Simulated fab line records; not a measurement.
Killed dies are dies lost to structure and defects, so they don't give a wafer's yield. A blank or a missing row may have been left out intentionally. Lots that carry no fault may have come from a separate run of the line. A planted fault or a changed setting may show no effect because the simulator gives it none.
fab line records	flow gf180mcu
[record] lots = 5	wafers = 15	lastDay = 34
route steps=602 shown TOP_METAL@570 PASSIVATION@587
lots that met no fault: taken from a fault-free run of the same line
startH: hours from the record's first day to the start of the lot's first wafer shown	waitH: hours since the lot's step before	" same as the row above	L1.1+2: a row that stands for several wafers	- no value, or no start was given	* or withheld: withheld	< > ~ a bound
route shown NAME@n: NAME is a module with steps in the file, n the number in the route of the first one	usual: average and standard deviation across the fault-free wafers	same: alike in all rows	chamber/n: place in a boat	sites: each site's reading	_std_site: standard deviation across them	_edge_site: outer sites' mean less inner sites'	radiusMm: for every site, how far away it sits from the centre of the wafer	mask NAME#n: copy n	behind: tool/chamber where the wafer was last shaped	hold: reason for holding the lot/hours on hold/outcome of the hold	device: the transistor (n, p or np) that didn't switch	end of line: tests of these same wafers at the route's end	a step given without rows: its recipe and nothing more	killed: count of dies lost to structure and defects at first sort (not the wafer's yield)	map: a wafer's dies, marking killed ones x, the rest . and places with no die _
set.NAME: the setting as run; set.NAME@STEP: as run at that earlier step	model.NAME: the simulator's own value behind a step, which no gauge read
lots at some steps of the route; a table a step, a row a wafer
services: when a tool's chamber went out of use (startH, in hours from the record's first day, below 0 if earlier), for how many hours, and the reason
[[steps]]
[step GF_TOP_METAL_SPUTTER_03]
[recipe] material = Ti	targetThkNm = 5	substrateTempC = 300	chamberPressurePa = 0.3	powerW = 3000	timeS = 3.3
[usual] chamberPressurePa = 0.3000/0.00061	throttleValvePct = 30.0/0.72
lot.wafer	tool	chamber	startH	waitH	chamberPressurePa	throttleValvePct
L074.2	pvdSputter-02	-	624.23	0.0	0.2982	29.1
L074.4	"	-	"	"	0.3001	31.0
L074.5	"	-	"	"	0.3001	30.4
L083.1	pvdSputter-02	-	706.23	0.0	0.3004	29.1
L083.3	"	-	"	"	0.3004	30.9
L083.6	"	-	"	"	0.2996	29.4
L085.2	pvdSputter-02	-	722.61	0.0	0.2994	30.8
L085.4	"	-	"	"	0.3004	29.0
L085.5	"	-	"	"	0.3010	29.3
L086.2	pvdSputter-01	-	725.00	0.0	0.3001	28.8
L086.3	"	-	"	"	0.2983	30.8
L086.6	"	-	"	"	0.2992	29.6
L096.1	pvdSputter-04	-	775.18	0.0	0.3001	29.7
L096.2	"	-	"	"	0.2997	30.6
L096.6	"	-	"	"	0.2999	30.8
[step GF_TOP_METAL_SPUTTER_04]
[recipe] material = TiN	targetThkNm = 25	powerW = 6500	timeS = 20.8	chamberPressurePa = 0.4
[usual] chamberPressurePa = 0.4001/0.00073	throttleValvePct = 30.0/0.72
lot.wafer	tool	chamber	startH	waitH	chamberPressurePa	throttleValvePct
L074.2	pvdSputter-02	-	624.25	0.0	0.4004	29.3
L074.4	"	-	"	"	0.4004	31.3
L074.5	"	-	"	"	0.4005	30.5
L083.1	pvdSputter-02	-	706.25	0.0	0.3992	29.2
L083.3	"	-	"	"	0.4008	30.7
L083.6	"	-	"	"	0.4006	29.7
L085.2	pvdSputter-02	-	722.63	0.0	0.4007	30.9
L085.4	"	-	"	"	0.4006	28.9
L085.5	"	-	"	"	0.4003	29.2
L086.2	pvdSputter-01	-	725.02	0.0	0.4001	29.1
L086.3	"	-	"	"	0.3978	30.8
L086.6	"	-	"	"	0.3997	29.5
L096.1	pvdSputter-04	-	775.20	0.0	0.4018	29.2
L096.2	"	-	"	"	0.4000	30.4
L096.6	"	-	"	"	0.4003	30.6
[step GF_TOP_METAL_RS_MEAS_05]
[recipe] thkMeasGauge = four-point-probe	reads = TiN_of_TOP_METAL_SPUTTER_04+Ti_of_TOP_METAL_SPUTTER_03+AlCu_of_TOP_METAL_SPUTTER_02+TiN_of_TOP_METAL_SPUTTER_01+Ti_of_TOP_METAL_SPUTTER_00
[usual] TOP_METAL_ALCU_RS = 0.0328/0.00035
lot.wafer	tool	chamber	startH	waitH	TOP_METAL_ALCU_RS[ohm/sq]
L074.2	filmMetro-02	-	624.30	0.0	0.0327
L074.4	"	-	"	"	0.0327
L074.5	"	-	"	"	0.0328
L083.1	filmMetro-02	-	706.28	0.0	0.0328
L083.3	"	-	"	"	0.0329
L083.6	"	-	"	"	0.0326
L085.2	filmMetro-02	-	722.67	0.0	0.0330
L085.4	"	-	"	"	0.0327
L085.5	"	-	"	"	0.0326
L086.2	filmMetro-02	-	725.07	0.0	0.0326
L086.3	"	-	"	"	0.0325
L086.6	"	-	"	"	0.0327
L096.1	filmMetro-03	-	775.23	0.0	0.0324
L096.2	"	-	"	"	0.0324
L096.6	"	-	"	"	0.0328
[step GF_TOP_METAL_THK_MEAS_06]
[recipe] thkMeasGauge = xrf	reads = AlCu_of_TOP_METAL_SPUTTER_02
[usual] TOP_METAL_ALCU_THK = 886/11
lot.wafer	tool	chamber	startH	waitH	TOP_METAL_ALCU_THK[nm]
L074.2	filmMetro-02	-	624.41	0.1	890
L074.4	"	-	"	"	892
L074.5	"	-	"	"	886
L083.1	filmMetro-02	-	706.40	0.1	882
L083.3	"	-	"	"	878
L083.6	"	-	"	"	889
L085.2	filmMetro-02	-	722.78	0.1	880
L085.4	"	-	"	"	882
L085.5	"	-	"	"	892
L086.2	filmMetro-02	-	725.18	0.1	884
L086.3	"	-	"	"	890
L086.6	"	-	"	"	884
L096.1	filmMetro-03	-	775.35	0.1	901
L096.2	"	-	"	"	894
L096.6	"	-	"	"	885
[step GF_TOP_METAL_DEHYDRATE_07]
[recipe] tempC = 200	timeS = 60
lot.wafer	tool	chamber	startH	waitH
L074.2+4+5	lithoTrack-03	0	633.40	9.0
L083.1+3+6	lithoTrack-01	0	714.62	8.2
L085.2+4+5	lithoTrack-01	0	730.84	8.0
L086.2+3+6	lithoTrack-03	0	732.85	7.7
L096.1+2+6	lithoTrack-01	0	783.21	7.9
[step GF_TOP_METAL_HMDS_08]
[recipe] primeTimeS = 60	primeTempC = 120
lot.wafer	tool	chamber	startH	waitH
L074.2+4+5	lithoTrack-03	0	633.55	0.1
L083.1+3+6	lithoTrack-01	0	714.77	0.1
L085.2+4+5	lithoTrack-01	0	730.99	0.1
L086.2+3+6	lithoTrack-03	0	733.00	0.1
L096.1+2+6	lithoTrack-01	0	783.36	0.1
[step GF_TOP_METAL_COAT_09]
[recipe] resist = NOVOLAK	spinRpm = 3000	resistThkNm = 1500
lot.wafer	tool	chamber	startH	waitH
L074.2+4+5	lithoTrack-03	0	633.70	0.1
L083.1+3+6	lithoTrack-01	0	714.92	0.1
L085.2+4+5	lithoTrack-01	0	731.14	0.1
L086.2+3+6	lithoTrack-03	0	733.15	0.1
L096.1+2+6	lithoTrack-01	0	783.51	0.1
[step GF_TOP_METAL_SOFTBAKE_10]
[recipe] tempC = 90	timeS = 60	resist = NOVOLAK
lot.wafer	tool	chamber	startH	waitH
L074.2+4+5	lithoTrack-03	0	633.85	0.1
L083.1+3+6	lithoTrack-01	0	715.07	0.1
L085.2+4+5	lithoTrack-01	0	731.29	0.1
L086.2+3+6	lithoTrack-03	0	733.30	0.1
L096.1+2+6	lithoTrack-01	0	783.66	0.1
[step GF_TOP_METAL_EXPOSE_11]
[recipe] maskId = MetalTop	targetCdNm = 440	na = 0.6	sourceShape = conventional	sigmaOuter = 0.6	doseMj = 170
[usual] reticleTempC = 22.98/0.094
lot.wafer	tool	chamber	startH	waitH	mask	reticleTempC
L074.2	ilineStepper-01	0	-	-	MetalTop#0	22.84
L074.4	"	0	"	"	MetalTop#0	22.80
L074.5	"	0	"	"	MetalTop#0	22.90
L083.1	ilineStepper-01	0	-	-	MetalTop#0	22.84
L083.3	"	0	"	"	MetalTop#0	22.95
L083.6	"	0	"	"	MetalTop#0	22.73
L085.2	ilineStepper-02	0	-	-	MetalTop#0	23.00
L085.4	"	0	"	"	MetalTop#0	23.07
L085.5	"	0	"	"	MetalTop#0	23.02
L086.2	ilineStepper-01	0	-	-	MetalTop#0	22.95
L086.3	"	0	"	"	MetalTop#0	22.99
L086.6	"	0	"	"	MetalTop#0	23.11
L096.1	ilineStepper-02	0	-	-	MetalTop#0	22.94
L096.2	"	0	"	"	MetalTop#0	23.00
L096.6	"	0	"	"	MetalTop#0	22.95
[step GF_TOP_METAL_PEB_12]
[recipe] tempC = withheld	timeS = *	resist = NOVOLAK
lot.wafer	tool	chamber	startH	waitH
L074.2+4+5	lithoTrack-01	0	-	-
L083.1+3+6	lithoTrack-02	0	-	-
L085.2+4+5	lithoTrack-03	0	-	-
L086.2+3+6	lithoTrack-02	0	-	-
L096.1+2+6	lithoTrack-03	0	-	-
[step GF_TOP_METAL_DEVELOP_13]
[recipe] developTimeS = 60	devTempC = 23
lot.wafer	tool	chamber	startH	waitH
L074.2+4+5	lithoTrack-01	0	644.54	0.1
L083.1+3+6	lithoTrack-02	0	723.52	0.1
L085.2+4+5	lithoTrack-03	0	739.75	0.1
L086.2+3+6	lithoTrack-02	0	742.14	0.1
L096.1+2+6	lithoTrack-03	0	790.58	0.1
[step GF_TOP_METAL_CD_MEAS_14]
[recipe] targetCdNm = 440
[usual] cdNm = 439.5/1.9
lot.wafer	tool	chamber	startH	waitH	cdNm
L074.2	cdSem-01	-	644.69	0.1	440.5
L074.4	"	-	"	"	442.2
L074.5	"	-	"	"	442.4
L083.1	cdSem-01	-	723.67	0.1	438.0
L083.3	"	-	"	"	440.2
L083.6	"	-	"	"	438.2
L085.2	cdSem-01	-	739.90	0.1	437.3
L085.4	"	-	"	"	437.9
L085.5	"	-	"	"	442.2
L086.2	cdSem-01	-	742.28	0.1	442.2
L086.3	"	-	"	"	441.6
L086.6	"	-	"	"	439.9
L096.1	cdSem-01	-	790.73	0.1	442.3
L096.2	"	-	"	"	441.8
L096.6	"	-	"	"	439.6
[step GF_TOP_METAL_OVL_MEAS_15]
[usual] TOP_METAL_OVL = -1.1/1.3
lot.wafer	tool	chamber	startH	waitH	TOP_METAL_OVL[nm]
L074.2	overlay-02	-	644.79	0.1	0.4
L074.4	"	-	"	"	0.2
L074.5	"	-	"	"	0.2
L083.1	overlay-02	-	723.79	0.1	-0.1
L083.3	"	-	"	"	-1.1
L083.6	"	-	"	"	-1.5
L085.2	overlay-01	-	740.00	0.1	-0.6
L085.4	"	-	"	"	-2.7
L085.5	"	-	"	"	-0.8
L086.2	overlay-01	-	742.39	0.1	-1.6
L086.3	"	-	"	"	-1.2
L086.6	"	-	"	"	-1.6
L096.1	overlay-02	-	790.85	0.1	-1.0
L096.2	"	-	"	"	-1.6
L096.6	"	-	"	"	-0.2
[step GF_TOP_METAL_METAL_ETCH_16]
[recipe] chemistry = Cl2/BCl3	maskMaterial = NOVOLAK	targetDepthNm = 1197	stopOn = SiO2	pressureMtorr = 8	icpW = 800	biasW = 140	Cl2_flow_sccm = 80	bcl3FlowSccm = 40	timeS = 199.5
[usual] chamberPressureMTorr = 8.000/0.0081	drypumpMotorCurrentA = 5.4/0.34	oesProductAu = 0.990/0.0055	throttleValvePct = 28.231/0.011
lot.wafer	tool	chamber	startH	waitH	chamberPressureMTorr	drypumpMotorCurrentA	oesProductAu	rfHoursCounterH	throttleValvePct
L074.2	rieMetal-03	0	644.89	0.1	8.009	4.9	0.992	-	28.222
L074.4	"	0	"	"	8.013	4.9	1.001	-	28.246
L074.5	"	0	"	"	8.000	4.9	0.985	-	28.221
L083.1	rieMetal-03	1	723.82	0.0	8.009	5.3	0.994	3	28.235
L083.3	"	0	"	"	8.001	4.9	0.988	-	28.228
L083.6	"	1	"	"	8.002	5.3	0.990	-	28.226
L085.2	rieMetal-04	0	740.03	0.0	8.000	5.1	0.988	2	28.235
L085.4	"	0	"	"	7.985	5.1	0.994	-	28.224
L085.5	"	1	"	"	8.012	5.6	0.991	-	28.230
L086.2	rieMetal-03	0	742.42	0.0	7.999	4.9	0.988	16	28.226
L086.3	"	0	"	"	8.002	4.8	0.993	-	28.232
L086.6	"	0	"	"	7.999	4.8	0.988	-	28.242
L096.1	rieMetal-04	1	790.88	0.0	7.992	5.6	0.996	7	28.216
L096.2	"	0	"	"	8.005	5.0	0.988	5	28.224
L096.6	"	0	"	"	7.999	5.0	0.999	-	28.242
[step GF_TOP_METAL_STRIP_17]
[recipe] chemistry = O2/N2	powerW = 1400	pressureMtorr = 1500	platenTempC = 250	o2FlowSccm = 3000	n2FlowSccm = 300	overashFraction = 0.5
[usual] chamberPressureMTorr = 1500.2/1.5	drypumpMotorCurrentA = 5.44/0.15	heaterPowerW = 318/25	oesProductAu = 0.710/0.0045	stripTimeToEndpointS = 12.93/0.085
lot.wafer	tool	chamber	startH	waitH	chamberPressureMTorr	drypumpMotorCurrentA	heaterPowerW	oesProductAu	rfHoursCounterH	stripTimeToEndpointS
L074.2	plasmaAsher-03	1	645.20	0.3	1499.9	5.59	311	0.711	107	12.89
L074.4	"	1	"	"	1500.1	5.60	305	0.704	-	12.90
L074.5	"	0	"	"	1501.0	5.21	358	0.708	-	12.85
L083.1	plasmaAsher-04	1	724.01	0.1	1498.4	5.45	310	0.706	62	12.95
L083.3	"	0	"	"	1501.0	5.66	281	0.714	-	12.85
L083.6	"	0	"	"	1500.9	5.69	279	0.712	-	13.00
L085.2	plasmaAsher-02	0	740.23	0.1	1499.9	5.44	332	0.706	21	12.88
L085.4	"	1	"	"	1500.1	5.34	316	0.713	-	12.81
L085.5	"	0	"	"	1499.7	5.43	332	0.712	-	12.95
L086.2	plasmaAsher-04	0	742.61	0.1	1501.8	5.58	277	0.702	64	12.97
L086.3	"	1	"	"	1501.7	5.40	305	0.706	-	12.94
L086.6	"	0	"	"	1500.9	5.61	278	0.705	-	12.99
L096.1	plasmaAsher-03	1	791.08	0.1	1500.8	5.60	330	0.717	3	12.90
L096.2	"	0	"	"	1498.3	5.22	349	0.709	3	12.83
L096.6	"	1	"	"	1500.9	5.59	338	0.708	-	12.83
[step GF_TOP_METAL_STRIP_18]
[recipe] chemistry = postEtchResidueRemover	timeS = 1200	tempC = 72.5
lot.wafer	tool	chamber	startH	waitH
L074.2+4+5	wetBench-02	2	645.30	0.1
L083.1+3+6	wetBench-03	0	724.11	0.1
L085.2+4+5	wetBench-02	3	740.33	0.1
L086.2+3+6	wetBench-01	0	742.71	0.1
L096.1+2+6	wetBench-01	2	791.17	0.1
[step GF_TOP_METAL_CLEAN_19]
[recipe] chemistry = DIW	dry = n2Spin
lot.wafer	tool	chamber	startH	waitH
L074.2+4+5	wetBench-03	0	645.65	0.0
L083.1+3+6	wetBench-02	1	724.45	0.0
L085.2+4+5	wetBench-03	0	741.07	0.0
L086.2+3+6	wetBench-03	2	743.08	0.0
L096.1+2+6	wetBench-02	1	791.52	0.0
[step GF_PASSIVATION_CVD_00]
[recipe] material = SiO2	targetThkNm = 1000	precursor = TEOS	tempC = 400	timeS = 111.95	rfW = 600
[usual] heaterPowerW = 671/97
lot.wafer	tool	chamber	startH	waitH	heaterPowerW
L074.2	pecvd-02	2	645.75	0.0	600
L074.4	"	0	"	"	790
L074.5	"	1	"	"	708
L083.1	pecvd-03	2	724.55	0.0	632
L083.3	"	0	"	"	690
L083.6	"	2	"	"	531
L085.2	pecvd-03	1	741.16	0.0	748
L085.4	"	1	"	"	802
L085.5	"	2	"	"	613
L086.2	pecvd-03	2	743.18	0.0	645
L086.3	"	1	"	"	710
L086.6	"	2	"	"	651
L096.1	pecvd-02	0	791.61	0.0	757
L096.2	"	2	"	"	639
L096.6	"	0	"	"	829
[step GF_PASSIVATION_THK_MEAS_01]
[recipe] reads = SiO2_of_PASSIVATION_CVD_00
[usual] PASSIVATION_CVD_00_THK = 999/13
lot.wafer	tool	chamber	startH	waitH	PASSIVATION_CVD_00_THK[nm]
L074.2	filmMetro-03	-	645.83	0.0	991
L074.4	"	-	"	"	1003
L074.5	"	-	"	"	993
L083.1	filmMetro-03	-	724.62	0.0	996
L083.3	"	-	"	"	976
L083.6	"	-	"	"	1008
L085.2	filmMetro-04	-	741.25	0.0	1002
L085.4	"	-	"	"	1023
L085.5	"	-	"	"	1025
L086.2	filmMetro-04	-	743.27	0.0	1010
L086.3	"	-	"	"	995
L086.6	"	-	"	"	1010
L096.1	filmMetro-01	-	791.71	0.1	977
L096.2	"	-	"	"	987
L096.6	"	-	"	"	992
[step GF_PASSIVATION_CVD_02]
[recipe] material = Si3N4	targetThkNm = 700	timeS = 486.18	tempC = 400	rfW = 450
[usual] heaterPowerW = 729/92
lot.wafer	tool	chamber	startH	waitH	heaterPowerW
L074.2	pecvd-03	2	645.88	0.0	686
L074.4	"	1	"	"	820
L074.5	"	0	"	"	837
L083.1	pecvd-02	2	724.68	0.1	705
L083.3	"	0	"	"	831
L083.6	"	2	"	"	741
L085.2	pecvd-04	0	741.30	0.0	675
L085.4	"	0	"	"	701
L085.5	"	1	"	"	597
L086.2	pecvd-04	1	743.32	0.0	627
L086.3	"	0	"	"	723
L086.6	"	2	"	"	839
L096.1	pecvd-03	2	791.77	0.1	683
L096.2	"	1	"	"	804
L096.6	"	1	"	"	852
[step GF_PASSIVATION_THK_MEAS_03]
[recipe] reads = Si3N4_of_PASSIVATION_CVD_02
[usual] PASSIVATION_CVD_02_THK = 698/8.5
lot.wafer	tool	chamber	startH	waitH	PASSIVATION_CVD_02_THK[nm]
L074.2	filmMetro-04	-	646.18	0.2	699
L074.4	"	-	"	"	691
L074.5	"	-	"	"	704
L083.1	filmMetro-04	-	724.97	0.1	694
L083.3	"	-	"	"	699
L083.6	"	-	"	"	702
L085.2	filmMetro-01	-	741.60	0.2	687
L085.4	"	-	"	"	704
L085.5	"	-	"	"	700
L086.2	filmMetro-03	-	743.61	0.2	703
L086.3	"	-	"	"	701
L086.6	"	-	"	"	704
L096.1	filmMetro-04	-	792.05	0.1	704
L096.2	"	-	"	"	693
L096.6	"	-	"	"	703
[step GF_PASSIVATION_DEHYDRATE_04]
[recipe] tempC = 200	timeS = 60
lot.wafer	tool	chamber	startH	waitH
L074.2+4+5	lithoTrack-01	0	654.69	8.5
L083.1+3+6	lithoTrack-02	0	733.12	8.1
L085.2+4+5	lithoTrack-01	0	749.34	7.7
L086.2+3+6	lithoTrack-04	0	751.25	7.6
L096.1+2+6	lithoTrack-02	0	799.26	7.2
[step GF_PASSIVATION_HMDS_05]
[recipe] primeTimeS = 60	primeTempC = 120
lot.wafer	tool	chamber	startH	waitH
L074.2+4+5	lithoTrack-01	0	654.84	0.1
L083.1+3+6	lithoTrack-02	0	733.27	0.1
L085.2+4+5	lithoTrack-01	0	749.49	0.1
L086.2+3+6	lithoTrack-04	0	751.40	0.1
L096.1+2+6	lithoTrack-02	0	799.41	0.1
[step GF_PASSIVATION_COAT_06]
[recipe] spinRpm = 2000	resistThkNm = 4000
lot.wafer	tool	chamber	startH	waitH
L074.2+4+5	lithoTrack-01	0	654.99	0.1
L083.1+3+6	lithoTrack-02	0	733.42	0.1
L085.2+4+5	lithoTrack-01	0	749.64	0.1
L086.2+3+6	lithoTrack-04	0	751.55	0.1
L096.1+2+6	lithoTrack-02	0	799.56	0.1
[step GF_PASSIVATION_SOFTBAKE_07]
[recipe] tempC = 110	timeS = withheld
lot.wafer	tool	chamber	startH	waitH
L074.2+4+5	lithoTrack-01	0	655.15	0.1
L083.1+3+6	lithoTrack-02	0	733.57	0.1
L085.2+4+5	lithoTrack-01	0	749.80	0.1
L086.2+3+6	lithoTrack-04	0	751.71	0.1
L096.1+2+6	lithoTrack-02	0	799.71	0.1
[step GF_PASSIVATION_EXPOSE_08]
[recipe] maskId = Pad	targetCdNm = 40000	na = 0.57	doseMj = 310
[usual] reticleTempC = 23.00/0.12
lot.wafer	tool	chamber	startH	waitH	mask	reticleTempC
L074.2	ilineStepper-02	0	-	-	Pad#0	23.08
L074.4	"	0	"	"	Pad#0	22.78
L074.5	"	0	"	"	Pad#0	22.98
L083.1	ilineStepper-02	0	-	-	Pad#0	22.89
L083.3	"	0	"	"	Pad#0	22.96
L083.6	"	0	"	"	Pad#0	23.00
L085.2	ilineStepper-01	0	-	-	Pad#0	23.03
L085.4	"	0	"	"	Pad#0	23.06
L085.5	"	0	"	"	Pad#0	23.11
L086.2	ilineStepper-01	0	-	-	Pad#0	22.98
L086.3	"	0	"	"	Pad#0	23.15
L086.6	"	0	"	"	Pad#0	23.05
L096.1	ilineStepper-01	0	-	-	Pad#0	22.78
L096.2	"	0	"	"	Pad#0	22.73
L096.6	"	0	"	"	Pad#0	22.89
[step GF_PASSIVATION_PEB_09]
[recipe] tempC = 115	timeS = withheld
lot.wafer	tool	chamber	startH	waitH
L074.2+4+5	lithoTrack-02	0	-	-
L083.1+3+6	lithoTrack-04	0	-	-
L085.2+4+5	lithoTrack-02	0	-	-
L086.2+3+6	lithoTrack-01	0	-	-
L096.1+2+6	lithoTrack-02	0	-	-
[step GF_PASSIVATION_DEVELOP_10]
[recipe] developTimeS = 60	devTempC = 23
lot.wafer	tool	chamber	startH	waitH
L074.2+4+5	lithoTrack-02	0	-	-
L083.1+3+6	lithoTrack-04	0	-	-
L085.2+4+5	lithoTrack-02	0	-	-
L086.2+3+6	lithoTrack-01	0	-	-
L096.1+2+6	lithoTrack-02	0	-	-
[step GF_PASSIVATION_ETCH_11]
[recipe] chemistry = CF4/O2	targetDepthNm = 2040	stopOn = TiN	sourceW = 800	biasW = 150	pressureMtorr = 150	cf4FlowSccm = 80	O2_flow_sccm = 10	timeS = 453.3
[usual] chamberPressureMTorr = 150.00/0.13	drypumpMotorCurrentA = 6.0/0.46	oesProductAu = 0.990/0.0061	throttleValvePct = 5.967/0.0091
lot.wafer	tool	chamber	startH	waitH	chamberPressureMTorr	drypumpMotorCurrentA	oesProductAu	rfHoursCounterH	throttleValvePct
L074.2	rieDiel-01	2	665.37	-	150.08	6.2	0.976	22	5.957
L074.4	"	0	"	"	150.03	6.2	0.983	-	5.968
L074.5	"	1	"	"	150.04	5.0	0.988	-	5.969
L083.1	rieDiel-03	0	742.72	-	150.06	5.6	0.988	0	5.960
L083.3	"	3	"	"	150.18	6.0	0.983	42	5.963
L083.6	"	2	"	"	150.32	5.2	0.993	-	5.970
L085.2	rieDiel-03	0	757.86	-	150.05	5.6	0.992	1	5.952
L085.4	"	0	"	"	150.08	5.6	0.990	-	5.963
L085.5	"	3	"	"	149.94	6.0	0.990	-	5.986
L086.2	rieDiel-02	3	760.21	-	150.27	6.6	0.997	18	5.967
L086.3	"	2	"	"	149.88	5.5	0.984	31	5.965
L086.6	"	2	"	"	149.99	5.5	0.992	-	5.973
L096.1	rieDiel-02	0	807.46	-	149.97	6.3	0.981	22	5.984
L096.2	"	3	"	"	149.90	6.7	0.998	21	5.968
L096.6	"	1	"	"	149.91	6.2	0.990	-	5.954
[step GF_PASSIVATION_STRIP_12]
[recipe] chemistry = O2/N2	powerW = 1400	pressureMtorr = 1500	platenTempC = 250	o2FlowSccm = 3000	n2FlowSccm = 300	overashFraction = 0.5
[usual] chamberPressureMTorr = 1500.0/1.3	drypumpMotorCurrentA = 5.49/0.2	heaterPowerW = 315/31	oesProductAu = 0.718/0.0042	stripTimeToEndpointS = 32.87/0.29
lot.wafer	tool	chamber	startH	waitH	chamberPressureMTorr	drypumpMotorCurrentA	heaterPowerW	oesProductAu	rfHoursCounterH	stripTimeToEndpointS
L074.2	plasmaAsher-01	1	665.63	0.1	1503.0	5.85	282	0.712	90	33.32
L074.4	"	0	"	"	1497.0	5.26	364	0.720	-	33.40
L074.5	"	0	"	"	1499.2	5.29	365	0.725	-	33.52
L083.1	plasmaAsher-03	0	742.99	0.1	1499.5	5.19	354	0.722	0	33.09
L083.3	"	0	"	"	1500.2	5.20	352	0.713	-	32.98
L083.6	"	0	"	"	1503.9	5.20	352	0.715	-	32.91
L085.2	plasmaAsher-03	0	758.13	0.1	1500.7	5.20	347	0.713	2	33.19
L085.4	"	1	"	"	1497.7	5.57	321	0.717	-	33.15
L085.5	"	1	"	"	1500.6	5.57	332	0.715	-	32.92
L086.2	plasmaAsher-04	1	760.48	0.1	1500.9	5.45	300	0.717	66	32.37
L086.3	"	0	"	"	1500.9	5.65	268	0.713	-	32.59
L086.6	"	0	"	"	1502.3	5.63	275	0.722	-	32.40
L096.1	plasmaAsher-03	0	807.73	0.1	1497.8	5.23	345	0.715	5	33.13
L096.2	"	1	"	"	1500.7	5.57	330	0.718	5	32.72
L096.6	"	0	"	"	1498.1	5.21	352	0.714	-	33.15
[step GF_PASSIVATION_ANNEAL_13]
[recipe] tempC = 400	timeS = 1800	ambient = N2/H2	idleTempC = 300	rampUpCPerMin = 10	rampDownCPerMin = 3
[usual] tube_center_temp_C_max = 401.04/0.18
lot.wafer	tool	chamber	startH	waitH	tube_center_temp_C_max
L074.2	furnace-02	0	665.73	0.1	400.98
L074.4	"	0	"	"	401.11
L074.5	"	0	"	"	401.13
L083.1	furnace-02	0	743.09	0.1	401.16
L083.3	"	0	"	"	400.80
L083.6	"	0	"	"	400.87
L085.2	furnace-02	0	758.23	0.1	401.15
L085.4	"	0	"	"	401.00
L085.5	"	0	"	"	401.29
L086.2	furnace-01	0	760.58	0.1	401.00
L086.3	"	0	"	"	400.97
L086.6	"	0	"	"	401.09
L096.1	furnace-01	0	807.83	0.1	400.91
L096.2	"	0	"	"	400.97
L096.6	"	0	"	"	401.03
[step GF_PASSIVATION_BOW_MEAS_14]
[recipe] mode = bow
[usual] PASSIVATION_BOW = 134/8.2
lot.wafer	tool	chamber	startH	waitH	PASSIVATION_BOW[um]
L074.2	filmMetro-01	-	667.25	0.0	139
L074.4	"	-	"	"	129
L074.5	"	-	"	"	130
L083.1	filmMetro-01	-	744.59	0.0	131
L083.3	"	-	"	"	124
L083.6	"	-	"	"	126
L085.2	filmMetro-01	-	759.75	0.0	142
L085.4	"	-	"	"	132
L085.5	"	-	"	"	122
L086.2	filmMetro-03	-	762.10	0.0	141
L086.3	"	-	"	"	140
L086.6	"	-	"	"	147
L096.1	filmMetro-04	-	809.33	0.0	129
L096.2	"	-	"	"	133
L096.6	"	-	"	"	128
[[services]]
tool	chamber	startH	hours	kind
pvdSputter-02	-	613.53	2.4	repair
rieMetal-03	-	618.54	2.8	pm
furnace-02	-	622.16	3.5	pm
pecvd-02	-	637.56	0.6	repair
ilineStepper-01	-	640.44	1.7	pm
furnace-02	-	641.28	3.5	pm
ilineStepper-01	-	644.01	2.1	pm
ilineStepper-01	-	654.60	5.8	repair
pecvd-03	2	658.24	15.7	repair
ilineStepper-02	-	660.57	8.2	repair
ilineStepper-01	-	668.76	4.4	pm
pecvd-03	0	706.17	7.4	repair
wetBench-03	-	720.80	2.3	repair
plasmaAsher-03	-	733.75	9.0	pm
plasmaAsher-03	-	758.25	14.6	pm
ilineStepper-02	-	762.65	0.5	repair
ilineStepper-02	-	763.17	4.4	pm
pecvd-03	-	765.58	0.8	repair
plasmaAsher-04	-	768.46	0.6	repair
furnace-02	-	778.99	10.2	pm
plasmaAsher-03	-	779.81	3.8	repair
furnace-02	-	790.16	3.2	pm
pecvd-03	-	799.38	14.0	pm
ilineStepper-02	-	800.78	1.8	repair
[[key]]
fault none
